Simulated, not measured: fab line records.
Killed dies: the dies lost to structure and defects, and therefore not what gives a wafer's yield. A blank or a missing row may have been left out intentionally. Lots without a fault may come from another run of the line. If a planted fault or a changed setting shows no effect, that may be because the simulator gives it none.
fab line records	flow gf180mcu
[record] lots = 24	wafers = 72	last-day = 34
route steps=602 shown M2@367 V3@443 M4@456
lots with no fault: from the same line, run without faults
start-h: hours from the record's opening day to when the first of the lot's shown wafers began	wait-h: hours from the lot's prior step to this one	" the same as in the row above	L1.1+2: several wafers, shown together as one row	- value missing, or start not given	* or withheld: withheld	< > ~ a bound
route shown NAME@n: a module of which the file shows steps, and the number in the route of the first	usual: mean/standard deviation taken from wafers without a fault	same: alike in all rows	chamber/n: place in a boat	sites: each site's reading	_std_site: standard deviation across them	_edge_site: the outer-site mean with the inner-site mean subtracted	radius-mm: how far each site lies from the wafer's centre	mask NAME#n: copy n	behind: tool/chamber where the wafer was last shaped	hold: why the lot went on hold/how many hours it stayed there/how the hold came to an end	device: transistor that didn't switch, given as n, p or np	end of line: tests of these same wafers at the route's end	where a step has no rows: the recipe by itself	killed: not the wafer's yield, but the dies lost to structure and defects at the first sort	map: per-die view of a wafer (x killed, . not killed, _ where there is no die)
set.NAME: the setting that was run; set.NAME@STEP: the one run at that earlier step	model.NAME: the simulator's own value behind a step, which no gauge read
steps of the route over a sample of lots; a table a step, a row a wafer
services: the hour from which a tool's chamber was out of use, counted from the record's first day as start-h (under 0 if before that day), plus the number of hours and why
[[steps]]
[step GF_M2_RS_MEAS_05]
[recipe] thk-meas-gauge = four-point-probe	reads = TiN_of_M2_SPUTTER_04+Ti_of_M2_SPUTTER_03+AlCu_of_M2_SPUTTER_02+TiN_of_M2_SPUTTER_01+Ti_of_M2_SPUTTER_00
[usual] M2_ALCU_RS = 0.0694/0.00097
lot.wafer	tool	chamber	start-h	wait-h	M2_ALCU_RS[ohm/sq]
L074.4	film-metro-01	-	415.68	0.1	0.0684
L074.5	"	-	"	"	0.0686
L074.6	"	-	"	"	0.0708
L075.1	film-metro-02	-	420.29	0.0	0.0680
L075.2	"	-	"	"	0.0715
L075.6	"	-	"	"	0.0683
L076.1	film-metro-04	-	425.48	0.0	0.0708
L076.3	"	-	"	"	0.0709
L076.4	"	-	"	"	0.0706
L077.2	film-metro-04	-	435.44	0.0	0.0683
L077.3	"	-	"	"	0.0687
L077.5	"	-	"	"	0.0698
L078.1	film-metro-04	-	438.30	0.0	0.0706
L078.2	"	-	"	"	0.0710
L078.4	"	-	"	"	0.0700
L079.1	film-metro-04	-	455.31	0.0	0.0704
L079.3	"	-	"	"	0.0703
L079.4	"	-	"	"	0.0698
L080.3	film-metro-02	-	467.37	0.1	0.0693
L080.5	"	-	"	"	0.0686
L080.6	"	-	"	"	0.0693
L081.2	film-metro-02	-	482.08	0.0	0.0721
L081.5	"	-	"	"	0.0720
L081.6	"	-	"	"	0.0707
L082.2	film-metro-01	-	494.50	0.0	0.0698
L082.4	"	-	"	"	0.0690
L082.5	"	-	"	"	0.0695
L083.1	film-metro-04	-	499.37	0.0	0.0676
L083.2	"	-	"	"	0.0689
L083.6	"	-	"	"	0.0688
L084.1	film-metro-04	-	509.64	0.0	0.0695
L084.3	"	-	"	"	0.0676
L084.6	"	-	"	"	0.0685
L085.1	film-metro-02	-	522.75	0.0	0.0700
L085.3	"	-	"	"	0.0711
L085.6	"	-	"	"	0.0698
L086.3	film-metro-04	-	531.36	0.1	0.0690
L086.5	"	-	"	"	0.0693
L086.6	"	-	"	"	0.0691
L087.1	film-metro-02	-	544.97	0.0	0.0691
L087.4	"	-	"	"	0.0689
L087.6	"	-	"	"	0.0689
L088.1	film-metro-01	-	550.68	0.0	0.0683
L088.3	"	-	"	"	0.0691
L088.6	"	-	"	"	0.0691
L090.1	film-metro-02	-	555.29	0.0	0.0681
L090.4	"	-	"	"	0.0676
L090.5	"	-	"	"	0.0688
L091.2	film-metro-02	-	564.30	0.0	0.0686
L091.3	"	-	"	"	0.0692
L091.6	"	-	"	"	0.0685
L089.1	film-metro-02	-	566.49	0.0	0.0691
L089.3	"	-	"	"	0.0692
L089.4	"	-	"	"	0.0686
L092.1	film-metro-01	-	573.18	0.0	0.0699
L092.2	"	-	"	"	0.0690
L092.3	"	-	"	"	0.0693
L093.1	film-metro-02	-	581.18	0.0	0.0689
L093.3	"	-	"	"	0.0689
L093.6	"	-	"	"	0.0689
L094.1	film-metro-04	-	587.05	0.0	0.0700
L094.4	"	-	"	"	0.0698
L094.5	"	-	"	"	0.0700
L095.1	film-metro-01	-	587.65	0.0	0.0691
L095.3	"	-	"	"	0.0693
L095.4	"	-	"	"	0.0682
L096.2	film-metro-04	-	599.05	0.0	0.0679
L096.4	"	-	"	"	0.0691
L096.5	"	-	"	"	0.0678
L097.1	film-metro-01	-	611.25	0.0	0.0689
L097.2	"	-	"	"	0.0697
L097.6	"	-	"	"	0.0688
[step GF_V3_CD_MEAS_14]
[recipe] target-cd-nm = 260
[usual] cd-nm = 260.1/1.2
lot.wafer	tool	chamber	start-h	wait-h	cd-nm
L074.4	cd-sem-02	-	515.56	0.1	260.8
L074.5	"	-	"	"	262.1
L074.6	"	-	"	"	261.3
L075.1	cd-sem-01	-	520.85	0.1	258.2
L075.2	"	-	"	"	259.3
L075.6	"	-	"	"	258.4
L076.1	cd-sem-02	-	526.20	0.1	259.7
L076.3	"	-	"	"	259.5
L076.4	"	-	"	"	259.8
L077.2	cd-sem-02	-	535.07	0.1	259.5
L077.3	"	-	"	"	258.8
L077.5	"	-	"	"	259.8
L078.1	cd-sem-02	-	536.70	0.1	261.1
L078.2	"	-	"	"	260.3
L078.4	"	-	"	"	260.8
L079.1	cd-sem-02	-	553.00	0.1	260.8
L079.3	"	-	"	"	259.8
L079.4	"	-	"	"	260.6
L080.3	cd-sem-02	-	564.19	0.1	260.5
L080.5	"	-	"	"	260.0
L080.6	"	-	"	"	262.1
L081.2	cd-sem-02	-	577.97	0.1	260.4
L081.5	"	-	"	"	260.7
L081.6	"	-	"	"	259.8
L082.2	cd-sem-02	-	587.97	0.1	261.5
L082.4	"	-	"	"	261.3
L082.5	"	-	"	"	261.6
L083.1	cd-sem-02	-	593.75	0.1	259.5
L083.2	"	-	"	"	260.7
L083.6	"	-	"	"	259.1
L084.1	cd-sem-01	-	601.81	0.1	258.6
L084.3	"	-	"	"	259.4
L084.6	"	-	"	"	258.0
L085.1	cd-sem-02	-	614.50	0.1	259.8
L085.3	"	-	"	"	260.5
L085.6	"	-	"	"	260.8
L086.3	cd-sem-02	-	620.19	0.1	259.1
L086.5	"	-	"	"	260.3
L086.6	"	-	"	"	260.0
L087.1	cd-sem-02	-	634.15	0.1	258.7
L087.4	"	-	"	"	259.3
L087.6	"	-	"	"	259.6
L088.1	cd-sem-02	-	639.16	0.1	259.4
L088.3	"	-	"	"	258.9
L088.6	"	-	"	"	258.9
L090.1	cd-sem-01	-	643.70	0.1	260.6
L090.4	"	-	"	"	260.8
L090.5	"	-	"	"	262.0
L091.2	cd-sem-01	-	651.97	0.1	260.9
L091.3	"	-	"	"	261.3
L091.6	"	-	"	"	260.7
L089.1	cd-sem-01	-	653.26	0.1	259.8
L089.3	"	-	"	"	259.9
L089.4	"	-	"	"	260.2
L092.1	cd-sem-02	-	658.40	0.1	261.2
L092.2	"	-	"	"	260.6
L092.3	"	-	"	"	260.7
L093.1	cd-sem-02	-	667.25	0.1	260.6
L093.3	"	-	"	"	261.2
L093.6	"	-	"	"	261.5
L094.1	cd-sem-02	-	670.86	0.1	259.6
L094.4	"	-	"	"	260.1
L094.5	"	-	"	"	260.0
L095.1	cd-sem-02	-	672.15	0.1	259.3
L095.3	"	-	"	"	258.3
L095.4	"	-	"	"	258.8
L096.2	cd-sem-01	-	682.72	0.1	259.0
L096.4	"	-	"	"	258.0
L096.5	"	-	"	"	258.3
L097.1	cd-sem-02	-	693.81	0.1	262.6
L097.2	"	-	"	"	261.4
L097.6	"	-	"	"	263.1
[step GF_V3_OVL_MEAS_15]
[usual] V3_OVL = -1/5.7
lot.wafer	tool	chamber	start-h	wait-h	V3_OVL[nm]
L074.4	overlay-01	-	515.65	0.1	8
L074.5	"	-	"	"	-3
L074.6	"	-	"	"	6
L075.1	overlay-01	-	520.97	0.1	9
L075.2	"	-	"	"	5
L075.6	"	-	"	"	3
L076.1	overlay-02	-	526.32	0.1	-5
L076.3	"	-	"	"	-8
L076.4	"	-	"	"	-15
L077.2	overlay-02	-	535.17	0.1	-8
L077.3	"	-	"	"	-2
L077.5	"	-	"	"	-6
L078.1	overlay-02	-	536.82	0.1	-3
L078.2	"	-	"	"	-1
L078.4	"	-	"	"	-1
L079.1	overlay-02	-	553.12	0.1	10
L079.3	"	-	"	"	14
L079.4	"	-	"	"	12
L080.3	overlay-02	-	564.28	0.1	-4
L080.5	"	-	"	"	-6
L080.6	"	-	"	"	2
L081.2	overlay-01	-	578.08	0.1	8
L081.5	"	-	"	"	0
L081.6	"	-	"	"	7
L082.2	overlay-02	-	588.07	0.1	2
L082.4	"	-	"	"	4
L082.5	"	-	"	"	6
L083.1	overlay-01	-	593.87	0.1	-4
L083.2	"	-	"	"	6
L083.6	"	-	"	"	6
L084.1	overlay-01	-	601.93	0.1	-2
L084.3	"	-	"	"	-7
L084.6	"	-	"	"	-5
L085.1	overlay-02	-	614.62	0.1	-1
L085.3	"	-	"	"	-4
L085.6	"	-	"	"	-2
L086.3	overlay-02	-	620.28	0.1	2
L086.5	"	-	"	"	0
L086.6	"	-	"	"	0
L087.1	overlay-01	-	634.27	0.1	-3
L087.4	"	-	"	"	-3
L087.6	"	-	"	"	0
L088.1	overlay-02	-	639.28	0.1	5
L088.3	"	-	"	"	2
L088.6	"	-	"	"	15
L090.1	overlay-01	-	643.82	0.1	0
L090.4	"	-	"	"	-7
L090.5	"	-	"	"	-6
L091.2	overlay-01	-	652.07	0.1	-7
L091.3	"	-	"	"	-4
L091.6	"	-	"	"	-6
L089.1	overlay-02	-	653.38	0.1	-1
L089.3	"	-	"	"	-4
L089.4	"	-	"	"	6
L092.1	overlay-01	-	658.52	0.1	0
L092.2	"	-	"	"	-2
L092.3	"	-	"	"	-9
L093.1	overlay-02	-	667.37	0.1	1
L093.3	"	-	"	"	1
L093.6	"	-	"	"	5
L094.1	overlay-02	-	670.98	0.1	2
L094.4	"	-	"	"	-7
L094.5	"	-	"	"	-4
L095.1	overlay-01	-	672.27	0.1	1
L095.3	"	-	"	"	7
L095.4	"	-	"	"	-5
L096.2	overlay-01	-	682.83	0.1	-2
L096.4	"	-	"	"	-6
L096.5	"	-	"	"	2
L097.1	overlay-02	-	693.93	0.1	-3
L097.2	"	-	"	"	-13
L097.6	"	-	"	"	-4
[step GF_V3_SPUTTER_22]
[recipe] material = TiN	target-thk-nm = 10	chamber-pressure-pa = 5	power-w = 4000	time-s = 40
[usual] throttle-valve-pct = 30.6/0.83
lot.wafer	tool	chamber	start-h	wait-h	throttle-valve-pct
L074.4	pvd-sputter-03	-	516.43	0.0	31.1
L074.5	"	-	"	"	30.9
L074.6	"	-	"	"	30.7
L075.1	pvd-sputter-04	-	521.73	0.0	30.5
L075.2	"	-	"	"	32.2
L075.6	"	-	"	"	30.0
L076.1	pvd-sputter-04	-	527.17	0.0	30.9
L076.3	"	-	"	"	28.9
L076.4	"	-	"	"	32.0
L077.2	pvd-sputter-02	-	536.08	0.0	31.1
L077.3	"	-	"	"	30.3
L077.5	"	-	"	"	30.6
L078.1	pvd-sputter-02	-	537.63	0.0	31.0
L078.2	"	-	"	"	30.6
L078.4	"	-	"	"	30.7
L079.1	pvd-sputter-04	-	553.88	0.0	32.3
L079.3	"	-	"	"	30.6
L079.4	"	-	"	"	30.1
L080.3	pvd-sputter-03	-	565.03	0.0	31.6
L080.5	"	-	"	"	30.8
L080.6	"	-	"	"	31.1
L081.2	pvd-sputter-03	-	578.84	0.0	31.3
L081.5	"	-	"	"	29.9
L081.6	"	-	"	"	30.7
L082.2	pvd-sputter-02	-	589.17	0.0	30.6
L082.4	"	-	"	"	30.6
L082.5	"	-	"	"	30.8
L083.1	pvd-sputter-04	-	594.63	0.0	30.5
L083.2	"	-	"	"	32.1
L083.6	"	-	"	"	29.0
L084.1	pvd-sputter-02	-	603.03	0.0	30.9
L084.3	"	-	"	"	30.9
L084.6	"	-	"	"	30.8
L085.1	pvd-sputter-03	-	615.50	0.0	30.9
L085.3	"	-	"	"	29.8
L085.6	"	-	"	"	30.9
L086.3	pvd-sputter-04	-	621.03	0.0	29.0
L086.5	"	-	"	"	30.5
L086.6	"	-	"	"	28.8
L087.1	pvd-sputter-04	-	635.37	0.0	30.0
L087.4	"	-	"	"	28.9
L087.6	"	-	"	"	32.0
L088.1	pvd-sputter-04	-	640.47	0.0	30.3
L088.3	"	-	"	"	32.3
L088.6	"	-	"	"	30.5
L090.1	pvd-sputter-04	-	644.67	0.0	30.4
L090.4	"	-	"	"	32.0
L090.5	"	-	"	"	30.3
L091.2	pvd-sputter-04	-	652.83	0.0	32.5
L091.3	"	-	"	"	30.2
L091.6	"	-	"	"	30.5
L089.1	pvd-sputter-02	-	654.17	0.0	30.9
L089.3	"	-	"	"	30.4
L089.4	"	-	"	"	30.7
L092.1	pvd-sputter-02	-	659.39	0.0	30.8
L092.2	"	-	"	"	30.8
L092.3	"	-	"	"	30.7
L093.1	pvd-sputter-02	-	668.13	0.0	31.0
L093.3	"	-	"	"	30.3
L093.6	"	-	"	"	30.9
L094.1	pvd-sputter-02	-	671.73	0.0	30.4
L094.4	"	-	"	"	30.6
L094.5	"	-	"	"	30.8
L095.1	pvd-sputter-02	-	673.03	0.0	31.1
L095.3	"	-	"	"	30.7
L095.4	"	-	"	"	30.8
L096.2	pvd-sputter-04	-	683.61	0.0	30.5
L096.4	"	-	"	"	30.5
L096.5	"	-	"	"	30.7
L097.1	pvd-sputter-03	-	694.68	0.0	29.6
L097.2	"	-	"	"	31.2
L097.6	"	-	"	"	31.2
[step GF_M4_SPUTTER_00]
[recipe] material = Ti	target-thk-nm = 37.5	arriving-ion-energy-ev = 80	substrate-temp-c = 200	chamber-pressure-pa = 2	power-w = 4000	time-s = 150
[usual] throttle-valve-pct = 30.5/0.79
lot.wafer	tool	chamber	start-h	wait-h	throttle-valve-pct
L074.4	pvd-sputter-03	-	517.06	0.2	30.9
L074.5	"	-	"	"	31.3
L074.6	"	-	"	"	30.0
L075.1	pvd-sputter-01	-	522.36	0.2	30.2
L075.2	"	-	"	"	32.1
L075.6	"	-	"	"	31.8
L076.1	pvd-sputter-02	-	527.80	0.1	30.9
L076.3	"	-	"	"	30.9
L076.4	"	-	"	"	30.4
L077.2	pvd-sputter-03	-	536.71	0.2	30.9
L077.3	"	-	"	"	31.3
L077.5	"	-	"	"	31.6
L078.1	pvd-sputter-02	-	538.26	0.1	31.0
L078.2	"	-	"	"	30.5
L078.4	"	-	"	"	31.0
L079.1	pvd-sputter-02	-	554.51	0.2	30.7
L079.3	"	-	"	"	30.6
L079.4	"	-	"	"	30.4
L080.3	pvd-sputter-03	-	565.67	0.2	31.1
L080.5	"	-	"	"	31.0
L080.6	"	-	"	"	31.0
L081.2	pvd-sputter-03	-	579.47	0.1	29.8
L081.5	"	-	"	"	30.9
L081.6	"	-	"	"	30.8
L082.2	pvd-sputter-03	-	589.80	0.2	31.5
L082.4	"	-	"	"	30.7
L082.5	"	-	"	"	29.9
L083.1	pvd-sputter-02	-	595.32	0.2	30.7
L083.2	"	-	"	"	30.3
L083.6	"	-	"	"	30.4
L084.1	pvd-sputter-01	-	603.66	0.2	29.0
L084.3	"	-	"	"	30.1
L084.6	"	-	"	"	30.1
L085.1	pvd-sputter-02	-	616.13	0.1	30.3
L085.3	"	-	"	"	30.6
L085.6	"	-	"	"	31.1
L086.3	pvd-sputter-01	-	621.66	0.2	31.8
L086.5	"	-	"	"	31.7
L086.6	"	-	"	"	28.2
L087.1	pvd-sputter-02	-	636.00	0.1	30.5
L087.4	"	-	"	"	30.8
L087.6	"	-	"	"	30.4
L088.1	pvd-sputter-01	-	641.10	0.1	28.3
L088.3	"	-	"	"	29.4
L088.6	"	-	"	"	30.2
L090.1	pvd-sputter-02	-	645.30	0.1	30.9
L090.4	"	-	"	"	30.8
L090.5	"	-	"	"	30.9
L091.2	pvd-sputter-01	-	653.46	0.2	28.3
L091.3	"	-	"	"	31.9
L091.6	"	-	"	"	30.2
L089.1	pvd-sputter-02	-	654.80	0.2	30.8
L089.3	"	-	"	"	30.3
L089.4	"	-	"	"	30.8
L092.1	pvd-sputter-02	-	660.04	0.3	30.9
L092.2	"	-	"	"	30.3
L092.3	"	-	"	"	30.6
L093.1	pvd-sputter-02	-	668.76	0.2	30.4
L093.3	"	-	"	"	31.0
L093.6	"	-	"	"	30.8
L094.1	pvd-sputter-01	-	672.37	0.1	30.4
L094.4	"	-	"	"	31.7
L094.5	"	-	"	"	30.2
L095.1	pvd-sputter-02	-	673.66	0.2	30.8
L095.3	"	-	"	"	30.5
L095.4	"	-	"	"	30.7
L096.2	pvd-sputter-03	-	684.43	0.2	31.2
L096.4	"	-	"	"	30.6
L096.5	"	-	"	"	31.5
L097.1	pvd-sputter-03	-	695.32	0.1	30.7
L097.2	"	-	"	"	31.1
L097.6	"	-	"	"	31.3
[step GF_M4_SPUTTER_03]
[recipe] material = Ti	target-thk-nm = 10	substrate-temp-c = 300	chamber-pressure-pa = 0.3	power-w = 3000	time-s = 6.7
[usual] throttle-valve-pct = 30.6/0.78
lot.wafer	tool	chamber	start-h	wait-h	throttle-valve-pct
L074.4	pvd-sputter-03	-	517.22	0.0	30.8
L074.5	"	-	"	"	31.6
L074.6	"	-	"	"	29.9
L076.1	pvd-sputter-02	-	527.96	0.0	30.8
L076.3	"	-	"	"	30.8
L076.4	"	-	"	"	30.7
L077.2	pvd-sputter-03	-	536.88	0.0	31.0
L077.3	"	-	"	"	31.2
L077.5	"	-	"	"	31.4
L078.1	pvd-sputter-02	-	538.42	0.0	31.2
L078.2	"	-	"	"	30.5
L078.4	"	-	"	"	31.0
L079.1	pvd-sputter-02	-	554.67	0.0	30.7
L079.3	"	-	"	"	30.3
L079.4	"	-	"	"	30.7
L080.3	pvd-sputter-03	-	565.83	0.0	31.1
L080.5	"	-	"	"	30.8
L080.6	"	-	"	"	30.8
L081.2	pvd-sputter-03	-	579.65	0.0	29.9
L081.5	"	-	"	"	31.2
L081.6	"	-	"	"	31.1
L082.2	pvd-sputter-03	-	589.98	0.0	31.5
L082.4	"	-	"	"	31.0
L082.5	"	-	"	"	29.9
L083.1	pvd-sputter-02	-	595.48	0.0	30.4
L083.2	"	-	"	"	30.3
L083.6	"	-	"	"	30.5
L075.1	pvd-sputter-01	-	600.86	0.0	30.1
L075.2	"	-	"	"	31.7
L075.6	"	-	"	"	31.5
L084.1	pvd-sputter-01	-	603.82	0.0	29.4
L084.3	"	-	"	"	30.0
L084.6	"	-	"	"	30.3
L085.1	pvd-sputter-02	-	616.29	0.0	30.8
L085.3	"	-	"	"	30.9
L085.6	"	-	"	"	30.8
L086.3	pvd-sputter-01	-	621.82	0.0	31.5
L086.5	"	-	"	"	31.9
L086.6	"	-	"	"	28.6
L087.1	pvd-sputter-02	-	636.16	0.0	30.5
L087.4	"	-	"	"	31.1
L087.6	"	-	"	"	30.7
L088.1	pvd-sputter-01	-	641.26	0.0	28.6
L088.3	"	-	"	"	29.2
L088.6	"	-	"	"	30.4
L090.1	pvd-sputter-02	-	645.46	0.0	30.7
L090.4	"	-	"	"	30.8
L090.5	"	-	"	"	30.8
L091.2	pvd-sputter-01	-	653.62	0.0	28.3
L091.3	"	-	"	"	31.7
L091.6	"	-	"	"	30.0
L089.1	pvd-sputter-02	-	654.96	0.0	31.2
L089.3	"	-	"	"	30.6
L089.4	"	-	"	"	30.7
L092.1	pvd-sputter-02	-	660.20	0.0	31.0
L092.2	"	-	"	"	30.6
L092.3	"	-	"	"	30.4
L093.1	pvd-sputter-02	-	668.92	0.0	30.5
L093.3	"	-	"	"	30.8
L093.6	"	-	"	"	30.8
L094.1	pvd-sputter-01	-	672.53	0.0	30.3
L094.4	"	-	"	"	31.6
L094.5	"	-	"	"	30.0
L095.1	pvd-sputter-02	-	673.82	0.0	30.5
L095.3	"	-	"	"	30.5
L095.4	"	-	"	"	31.0
L096.2	pvd-sputter-03	-	684.59	0.0	31.3
L096.4	"	-	"	"	30.7
L096.5	"	-	"	"	31.4
L097.1	pvd-sputter-03	-	695.48	0.0	30.8
L097.2	"	-	"	"	31.1
L097.6	"	-	"	"	31.1
[[services]]
tool	chamber	start-h	hours	kind
pvd-sputter-02	-	539.27	1.1	repair
pvd-sputter-01	-	563.22	1.0	repair
pvd-sputter-03	3	565.89	-	consumable-replace:kit
pvd-sputter-03	3	565.89	18.0	scheduled-down
pvd-sputter-03	3	565.89	18.0	vent-cycle
pvd-sputter-02	2	573.18	-	consumable-replace:kit
pvd-sputter-02	2	573.18	18.0	scheduled-down
pvd-sputter-02	2	573.18	18.0	vent-cycle
pvd-sputter-03	-	590.47	10.7	repair
pvd-sputter-04	2	601.23	-	consumable-replace:kit
pvd-sputter-04	2	601.23	18.0	scheduled-down
pvd-sputter-04	2	601.23	18.0	vent-cycle
pvd-sputter-03	-	617.98	56.6	repair
pvd-sputter-02	-	646.42	1.2	repair
pvd-sputter-01	3	660.02	-	consumable-replace:kit
pvd-sputter-01	3	660.02	18.0	scheduled-down
pvd-sputter-01	3	660.02	18.0	vent-cycle
pvd-sputter-02	1	666.95	-	consumable-replace:kit
pvd-sputter-02	1	666.95	18.0	scheduled-down
pvd-sputter-02	1	666.95	18.0	vent-cycle
pvd-sputter-04	-	673.27	2.7	repair
pvd-sputter-01	-	673.84	2.4	repair
pvd-sputter-02	-	682.05	7.9	repair
pvd-sputter-03	-	686.16	4.2	repair
[[key]]
fault none
